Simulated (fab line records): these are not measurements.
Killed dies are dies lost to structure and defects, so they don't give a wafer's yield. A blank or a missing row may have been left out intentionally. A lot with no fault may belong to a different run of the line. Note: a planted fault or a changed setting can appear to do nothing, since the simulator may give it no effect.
Check for tools in common ; flow gf180mcu ; 13 lots and 45 wafers in the sample

== WHY THIS WAS OPENED ==
2 of 13 lots carry a flag on the reading NSD_RS at GF_PSD_RS_MEAS_14. No-fault wafers: 46.14 ohm/sq, standard deviation 0.078.
Rule: a lot is flagged in two cases, either no wafer of it has a number, or all its wafers with numbers fall more than 4 standard deviations from that mean. All remaining lots are regarded as sound.

lot;measured;on;NSD_RS (ohm/sq), wafer by wafer;flag
L217;day 14 04:37;film metro-01;46.30 46.31 46.35;
L218;day 14 13:43;film metro-01;46.08 46.05 46.09;
L219;day 15 19:02;film metro-01;46.10 46.14 46.17;
L222;day 17 00:38;film metro-04;46.09 46.13 46.10;
L224;day 17 09:56;film metro-02;39.62 39.68 39.70 39.73 39.70 39.75;FLAGGED
L226;day 18 07:11;film metro-04;39.78 39.76 39.81 39.80 39.80 39.79;FLAGGED
L232;day 20 04:25;film metro-02;46.14 46.21 46.22;
L233;day 20 05:24;film metro-01;46.19 46.23 46.21;
L234;day 20 15:34;film metro-04;46.02 46.03 46.19;
L235;day 21 00:43;film metro-04;46.07 46.14 46.11;
L236;day 21 10:56;film metro-01;46.09 46.06 45.99;
L238;day 21 22:23;film metro-01;46.20 46.17 46.22;
L239;day 22 06:25;film metro-02;46.18 46.15 46.18;
Average over the flagged lots: 39.74 ohm/sq; offset from the usual -6.40 ohm/sq, equal to -82 standard deviations.

== LOT BY LOT: THE TOOL USED ==
The record holds 2 process steps before the reading, out of a route of 602 steps. Read each cell as the tool, then ch plus the chambers that the sampled wafers visited, then the start.
lot;flag;GF_VT_IMPLANT_STRIP_09;GF_PSD_RTA_13
L217;;plasma asher-02 ch 0,1, day 5 18:32;rtp anneal-02 ch 0, day 14 04:31
L218;;plasma asher-03 ch 0,1, day 5 23:47;rtp anneal-01 ch 0, day 14 13:37
L219;;plasma asher-02 ch 0,1, day 6 18:26;rtp anneal-02 ch 0, day 15 18:56
L222;;plasma asher-02 ch 0,1, day 7 16:46;rtp anneal-01 ch 0, day 17 00:34
L224;FLAGGED;plasma asher-02 ch 0, day 7 22:35;rtp anneal-01 ch 0, day 17 09:50
L226;FLAGGED;plasma asher-03 ch 0,1, day 8 14:20;rtp anneal-01 ch 0, day 18 07:06
L232;;plasma asher-01 ch 0,1, day 9 22:31;rtp anneal-02 ch 0, day 20 04:20
L233;;plasma asher-01 ch 0,1, day 9 23:25;rtp anneal-02 ch 0, day 20 05:19
L234;;plasma asher-03 ch 0,1, day 10 07:10;rtp anneal-02 ch 0, day 20 15:29
L235;;plasma asher-03 ch 0,1, day 10 12:44;rtp anneal-01 ch 0, day 21 00:37
L236;;plasma asher-01 ch 0,1, day 10 17:07;rtp anneal-01 ch 0, day 21 10:51
L238;;plasma asher-01 ch 0,1, day 11 07:53;rtp anneal-01 ch 0, day 21 22:17
L239;;plasma asher-02 ch 0,1, day 11 12:47;rtp anneal-01 ch 0, day 22 06:20
What the steps here do:
- GF_VT_IMPLANT_STRIP_09: strips in O2/N2.
- GF_PSD_RTA_13: time 20 s.
- GF_PSD_RS_MEAS_14: measures by four-point-probe.

== FLAGGED OVER TOTAL, TOOL BY TOOL (the gauges that took the reading come last) ==
step;tool;lots run;flagged;share of the flagged lots;sound lots run after its first flagged lot
GF_VT_IMPLANT_STRIP_09;plasma asher-01;4;0;none;-
GF_VT_IMPLANT_STRIP_09;plasma asher-02;5;1;some;1 (L239)
GF_VT_IMPLANT_STRIP_09;plasma asher-03;4;1;some;2 (L234,L235)
GF_PSD_RTA_13;rtp anneal-01;8;2;all;4 (L235,L236,L238,L239)
GF_PSD_RTA_13;rtp anneal-02;5;0;none;-
GF_PSD_RS_MEAS_14;film metro-01;6;0;none;-
GF_PSD_RS_MEAS_14;film metro-02;3;1;some;2 (L232,L239)
GF_PSD_RS_MEAS_14;film metro-04;4;1;some;2 (L234,L235)

== THE TABLE: WHAT IT ALLOWS ==
In the table, 1 row covers all flagged lots: rtp anneal-01 at GF_PSD_RTA_13.
- rtp anneal-01 at GF_PSD_RTA_13 ran 8 lots, 2 of them flagged. Sound lots ran on it after the first flagged one (L235, L236, L238, L239), which a lasting fault on the whole tool wouldn't allow. Its own readings lie more than 4 standard deviations out on every wafer of the flagged lots: wafer_temp_C_max.
Every row of the table either missed a flagged lot or ran a sound lot after the first.

== WHAT THE SIMULATOR HAD INSERTED ==
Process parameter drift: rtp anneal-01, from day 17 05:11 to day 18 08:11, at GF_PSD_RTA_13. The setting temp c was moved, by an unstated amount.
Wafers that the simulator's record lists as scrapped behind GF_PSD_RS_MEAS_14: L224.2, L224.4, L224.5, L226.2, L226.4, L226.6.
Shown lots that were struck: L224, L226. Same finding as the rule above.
